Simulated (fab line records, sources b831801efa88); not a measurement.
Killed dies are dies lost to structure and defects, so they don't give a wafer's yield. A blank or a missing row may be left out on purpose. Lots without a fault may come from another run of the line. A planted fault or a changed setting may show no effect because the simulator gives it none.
fab line records | flow sky130
record lots=14 wafers=40 last_day=50
route steps=708 shown VIA2@527 METAL3@534 CAPM@540
lots that met no fault: from a run of the same line without faults
start_h: hours from the record's first day to the start of the lot's first wafer shown | wait_h: hours since the lot's step before | " the same as in the row above | L1.1+2: a row that stands for several wafers | - no value, or no start given | * or withheld: withheld | < > ~ a bound
route shown NAME@n: a module of which the file shows steps, and the number in the route of the first | usual: mean/standard deviation of fault-free wafers | same: alike in all rows | chamber/n: place in a boat | sites: the reading at each site | _std_site: their standard deviation | _edge_site: outer sites' mean less inner sites' | radius_mm: how far each site lies from the wafer's centre | mask NAME#n: copy n | behind: the tool/chamber that last shaped the wafer | hold: why the lot was held/for how many hours/how that ended | device: the transistor (n, p or np) that didn't switch | end of line: the same wafers' tests at the end of the route | a step without rows: its recipe alone | killed: dies lost to structure and defects at the first sort, not the wafer's yield | map: a wafer's dies, x killed, . not, _ none there
set.NAME: the setting as run; set.NAME@STEP: as run at that earlier step | model.NAME: the simulator's own value behind a step, which no gauge read
steps of the route over a sample of lots; a table a step, a row a wafer
services: from which hour (start_h, from the record's first day; less than 0 if before it) a tool's chamber was out of use, for how many hours, and why
## steps
# step SKY_VIA2_SPUTTER_20
# recipe material=TiN target_thk_nm=20 chamber_pressure_pa=5 power_w=4000 time_s=80
# usual throttle_valve_pct=30.3/1.2
# columns lot.wafer tool chamber start_h wait_h throttle_valve_pct
L113.1 pvd_sputter-03 - 840.14 0.0 28.6
L113.4 " - " " 31.6
L113.5 " - " " 28.6
L114.1 pvd_sputter-01 - 848.74 0.0 31.0
L114.5 " - " " 29.5
L114.6 " - " " 30.0
L115.4 pvd_sputter-03 - 855.38 0.0 31.3
L115.5 " - " " 29.0
L115.6 " - " " 31.5
L116.4 pvd_sputter-01 - 862.81 0.0 30.3
L116.5 " - " " 31.0
L116.6 " - " " 29.4
L117.3 pvd_sputter-03 - 871.63 0.0 28.9
L117.5 " - " " 31.6
L117.6 " - " " 28.6
L120.1 pvd_sputter-03 - 917.09 0.0 29.1
L120.3 " - " " 31.6
L123.1 pvd_sputter-02 - 925.98 0.0 29.8
L123.4 " - " " 29.4
L127.4 pvd_sputter-01 - 956.57 0.0 32.3
L127.5 " - " " 29.8
L127.6 " - " " 31.4
L129.1 pvd_sputter-01 - 965.58 0.0 31.3
L129.2 " - " " 32.3
L129.5 " - " " 30.0
L131.2 pvd_sputter-03 - 984.18 0.0 31.6
L131.4 " - " " 28.9
L131.5 " - " " 28.7
L132.2 pvd_sputter-02 - 989.35 0.0 29.5
L132.4 " - " " 27.7
L132.6 " - " " 29.7
L134.1 pvd_sputter-01 - 1002.65 0.0 32.4
L134.3 " - " " 31.3
L134.6 " - " " 29.3
L135.2 pvd_sputter-02 - 1003.89 0.0 29.6
L135.4 " - " " 29.8
L135.6 " - " " 29.5
L136.1 pvd_sputter-02 - 1007.14 0.0 30.1
L136.3 " - " " 29.9
L136.6 " - " " 30.1
# step SKY_METAL3_SPUTTER_02
# recipe material=AlCu target_thk_nm=735 power_w=10600 time_s=39.1 chamber_pressure_pa=0.4
# usual throttle_valve_pct=30.0/1
# columns lot.wafer tool chamber start_h wait_h throttle_valve_pct
L113.1 pvd_sputter-02 - 840.86 0.0 27.6
L113.4 " - " " 30.0
L113.5 " - " " 29.8
L114.1 pvd_sputter-01 - 849.46 0.0 31.0
L114.5 " - " " 32.2
L114.6 " - " " 31.0
L115.4 pvd_sputter-04 - 856.23 0.0 30.2
L115.5 " - " " 29.1
L115.6 " - " " 30.8
L116.4 pvd_sputter-02 - 863.55 0.0 27.8
L116.5 " - " " 29.7
L116.6 " - " " 29.8
L117.3 pvd_sputter-01 - 872.40 0.0 30.3
L117.5 " - " " 29.5
L117.6 " - " " 31.1
L120.1 pvd_sputter-01 - 917.81 0.0 30.5
L120.3 " - " " 31.3
L123.1 pvd_sputter-01 - 926.70 0.0 31.1
L123.4 " - " " 30.2
L127.4 pvd_sputter-04 - 957.26 0.0 30.1
L127.5 " - " " 30.0
L127.6 " - " " 30.7
L129.1 pvd_sputter-04 - 966.33 0.0 30.1
L129.2 " - " " 30.8
L129.5 " - " " 30.6
L131.2 pvd_sputter-02 - 985.49 0.0 29.6
L131.4 " - " " 27.8
L131.5 " - " " 29.6
L132.2 pvd_sputter-01 - 990.06 0.0 30.3
L132.4 " - " " 29.7
L132.6 " - " " 31.2
L134.1 pvd_sputter-01 - 1003.56 0.0 29.5
L134.3 " - " " 32.3
L134.6 " - " " 30.0
L135.2 pvd_sputter-04 - 1004.61 0.0 30.0
L135.4 " - " " 30.0
L135.6 " - " " 30.6
L136.1 pvd_sputter-01 - 1007.86 0.0 30.3
L136.3 " - " " 29.9
L136.6 " - " " 31.0
# step SKY_CAPM_RS_MEAS_03
# recipe thk_meas_gauge=four-point-probe reads=TiN_of_CAPM_SPUTTER_02
# usual CAPM_TIN_RS=6.88/0.075
# columns lot.wafer tool chamber start_h wait_h CAPM_TIN_RS[ohm/sq]
L113.1 film_metro-02 - 841.16 0.1 6.90
L113.4 " - " " 6.95
L113.5 " - " " 6.92
L114.1 film_metro-02 - 849.75 0.1 6.89
L114.5 " - " " 6.95
L114.6 " - " " 6.91
L115.4 film_metro-02 - 856.59 0.1 6.96
L115.5 " - " " 6.92
L115.6 " - " " 6.88
L116.4 film_metro-02 - 863.89 0.1 7.02
L116.5 " - " " 7.01
L116.6 " - " " 7.05
L117.3 film_metro-01 - 872.74 0.1 6.86
L117.5 " - " " 6.86
L117.6 " - " " 6.85
L120.1 film_metro-03 - 918.11 0.1 6.83
L120.3 " - " " 6.75
L123.1 film_metro-02 - 926.99 0.1 6.82
L123.4 " - " " 6.84
L127.4 film_metro-03 - 957.62 0.1 6.83
L127.5 " - " " 6.90
L127.6 " - " " 6.91
L129.1 film_metro-02 - 966.63 0.1 6.81
L129.2 " - " " 6.83
L129.5 " - " " 6.75
L131.2 film_metro-02 - 985.81 0.1 6.94
L131.4 " - " " 6.97
L131.5 " - " " 6.90
L132.2 film_metro-02 - 990.39 0.1 6.77
L132.4 " - " " 6.77
L132.6 " - " " 6.76
L134.1 film_metro-03 - 1003.85 0.1 6.83
L134.3 " - " " 6.88
L134.6 " - " " 6.87
L135.2 film_metro-02 - 1004.93 0.1 6.75
L135.4 " - " " 6.73
L135.6 " - " " 6.78
L136.1 film_metro-01 - 1008.16 0.1 6.93
L136.3 " - " " 6.88
L136.6 " - " " 6.87
# step SKY_METAL3_ETCH_17
# recipe target=SiO2 stop_on=TiN chemistry=C4F8/O2/Ar source_w=1500 bias_w=1200 pressure_mtorr=40 c4f8_flow_sccm=withheld O2_flow_sccm=6 Ar_flow_sccm=300 time_s=3.9 target_depth_a=150
# usual oes_product_au=0.754/0.0068
# columns lot.wafer tool chamber start_h wait_h oes_product_au rf_hours_counter_h
L113.1 rie_diel-01 1 893.17 0.1 0.757 23
L113.4 " 3 " " 0.759 11
L113.5 " 2 " " 0.752 -
L114.1 rie_diel-02 0 900.85 0.2 0.758 6
L114.5 " 0 " " 0.761 -
L114.6 " 1 " " 0.757 -
L115.4 rie_diel-02 3 908.82 0.0 0.759 8
L115.5 " 1 " " 0.763 -
L115.6 " 2 " " 0.756 -
L116.4 rie_diel-02 1 915.42 0.0 0.752 8
L116.5 " 2 " " 0.751 -
L116.6 " 3 " " 0.747 -
L117.3 rie_diel-04 2 924.37 0.0 0.747 8
L117.5 " 2 " " 0.761 -
L117.6 " 3 " " 0.761 -
L120.1 rie_diel-02 0 967.33 0.1 0.744 8
L120.3 " 1 " " 0.744 9
L123.1 rie_diel-01 0 976.54 0.1 0.759 16
L123.4 " 3 " " 0.762 14
L127.4 rie_diel-02 3 1005.82 0.0 0.757 10
L127.5 " 2 " " 0.758 -
L127.6 " 1 " " 0.757 -
L129.1 rie_diel-04 1 1013.04 0.1 0.749 17
L129.2 " 3 " " 0.749 29
L129.5 " 1 " " 0.761 -
L131.2 rie_diel-02 0 1031.93 0.1 0.747 10
L131.4 " 1 " " 0.751 11
L131.5 " 3 " " 0.754 -
L132.2 rie_diel-01 2 1036.72 0.1 0.759 9
L132.4 " 0 " " 0.761 18
L132.6 " 0 " " 0.772 -
L134.1 rie_diel-02 2 1050.23 0.1 0.756 12
L134.3 " 1 " " 0.751 11
L134.6 " 2 " " 0.756 -
L135.2 rie_diel-01 2 1050.70 0.1 0.742 9
L135.4 " 0 " " 0.760 18
L135.6 " 2 " " 0.754 -
L136.1 rie_diel-04 1 1053.55 0.2 0.766 19
L136.3 " 0 " " 0.766 19
L136.6 " 3 " " 0.750 -
# step SKY_METAL3_METAL_ETCH_18
# recipe target_depth_a=8450 stop_on=SiO2 over_etch_frac=0.3 time_s=183.1 chemistry=Cl2/BCl3 resist_sidewall_deg=88 pressure_mtorr=10 icp_w=900 bias_w=48.5 Cl2_flow_sccm=60 bcl3_flow_sccm=30
# usual drypump_motor_current_A=5.9/0.55 he_backside_leak_sccm=3.41/0.2 oes_product_au=0.863/0.0059 throttle_valve_pct=22.263/0.0095
# columns lot.wafer tool chamber start_h wait_h drypump_motor_current_A he_backside_leak_sccm oes_product_au rf_hours_counter_h throttle_valve_pct
L113.1 rie_metal-02 0 893.19 0.0 6.1 3.47 0.858 2 22.254
L113.4 " 0 " " 6.0 3.56 0.864 - 22.267
L113.5 " 0 " " 6.0 3.61 0.858 - 22.264
L114.1 rie_metal-03 0 900.87 0.0 5.9 3.46 0.869 5 22.263
L114.5 " 0 " " 5.9 3.36 0.858 - 22.256
L114.6 " 1 " " 5.3 3.83 0.863 - 22.273
L115.4 rie_metal-04 0 908.89 0.1 6.6 3.14 0.866 - 22.251
L115.5 " 0 " " 6.6 3.02 0.862 - 22.244
L115.6 " 1 " " 4.9 3.41 0.864 - 22.267
L116.4 rie_metal-02 1 915.49 0.1 6.2 3.27 0.863 - 22.246
L116.5 " 1 " " 6.1 3.41 0.865 - 22.258
L116.6 " 0 " " 6.0 3.42 0.860 - 22.256
L117.3 rie_metal-03 1 924.45 0.1 5.4 3.62 0.860 - 22.259
L117.5 " 0 " " 5.9 3.39 0.859 - 22.269
L117.6 " 1 " " 5.4 3.49 0.863 - 22.268
L120.1 rie_metal-04 1 967.34 0.0 4.9 3.55 0.854 18 22.257
L120.3 " 0 " " 6.5 3.27 0.993 - 22.270
L123.1 rie_metal-04 1 976.56 0.0 4.9 3.31 0.866 19 22.265
L123.4 " 1 " " 4.9 3.38 1.009 - 22.256
L127.4 rie_metal-04 0 1005.90 0.1 6.5 3.31 0.853 - 22.268
L127.5 " 1 " " 4.9 3.50 0.872 - 22.269
L127.6 " 0 " " 6.5 3.29 0.855 - 22.246
L129.1 rie_metal-03 0 1013.06 0.0 5.9 3.51 0.862 11 22.256
L129.2 " 1 " " 5.3 3.75 0.862 20 22.281
L129.5 " 0 " " 5.9 3.46 0.869 - 22.265
L131.2 rie_metal-03 0 1031.94 0.0 5.9 3.39 0.868 12 22.250
L131.4 " 1 " " 5.4 3.61 0.871 - 22.261
L131.5 " 0 " " 5.9 3.50 0.872 - 22.255
L132.2 rie_metal-04 1 1036.74 0.0 4.9 3.68 0.867 23 22.259
L132.4 " 1 " " 4.9 3.60 0.868 - 22.251
L132.6 " 0 " " 6.5 3.05 0.858 - 22.253
L134.1 rie_metal-04 0 1050.25 0.0 6.5 3.24 0.863 20 22.253
L134.3 " 0 " " 6.5 3.11 0.866 - 22.269
L134.6 " 0 " " 6.5 3.01 0.861 - 22.266
L135.2 rie_metal-02 0 1050.71 0.0 6.0 3.41 0.864 10 22.268
L135.4 " 1 " " 6.2 3.34 0.868 - 22.271
L135.6 " 1 " " 6.1 3.20 0.874 - 22.257
L136.1 rie_metal-03 1 1053.57 0.0 5.4 3.70 0.864 23 22.272
L136.3 " 0 " " 5.9 3.70 0.862 - 22.273
L136.6 " 1 " " 5.4 3.66 0.853 - 22.262
## services
# columns tool chamber start_h hours kind
rie_metal-04 1 839.87 13.1 repair
rie_diel-01 2 845.22 5.1 repair
rie_diel-04 1 854.48 2.7 repair
rie_metal-03 - 855.99 0.7 repair
pvd_sputter-02 0 861.97 - consumable_replace:kit
rie_diel-02 1 868.47 9.3 repair
pvd_sputter-01 - 876.53 3.0 repair
rie_diel-04 0 879.64 1.5 repair
rie_metal-02 1 889.01 14.1 repair
rie_diel-01 0 907.31 13.5 repair
rie_diel-04 0 913.14 2.5 repair
pvd_sputter-04 - 913.38 1.6 repair
rie_metal-04 1 914.32 2.2 repair
pvd_sputter-01 - 929.35 4.1 repair
rie_metal-04 0 939.56 8.2 repair
pvd_sputter-01 0 943.36 - consumable_replace:kit
pvd_sputter-01 0 943.36 18.0 scheduled_down
pvd_sputter-01 0 943.36 18.0 vent_cycle
pvd_sputter-02 - 965.01 2.7 repair
rie_diel-04 2 971.29 7.3 repair
pvd_sputter-04 - 1010.48 1.7 repair
pvd_sputter-01 - 1016.94 1.3 repair
rie_metal-02 0 1041.33 1.7 repair
pvd_sputter-02 - 1042.02 13.8 repair
## key
first_sign step=SKY_METAL3_METAL_ETCH_18 reading=oes_product_au direction=up sigmas=23 usual=0.863 struck=1.001
effect none on later readings
met_at SKY_METAL3_SPUTTER_02
struck_lots L120,L123
struck_wafers L120.3,L123.4
later_rows_left_out L120.3,L123.4
sort_left_out L120.3,L123.4
not_acting_at SKY_VIA2_SPUTTER_20,SKY_CAPM_RS_MEAS_03,SKY_METAL3_ETCH_17
onset_between 872.40 917.81
fault kind=process_parameter_drift tool=pvd_sputter-01 chamber=- onset_h=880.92 steps=SKY_METAL3_SPUTTER_02 channel=target_thk_nm offset=437.15 shape=step end_h=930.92 scope=struck_wafers_only acts_in=these_recipes_only stated=735
# sort_left_out: the simulated sort isn't trusted on such a fault, so these wafers' sort isn't shown, and their yield isn't known
# later_rows_left_out: the simulator's readings of these wafers behind a module that went badly wrong aren't trusted and aren't shown, but for the sort
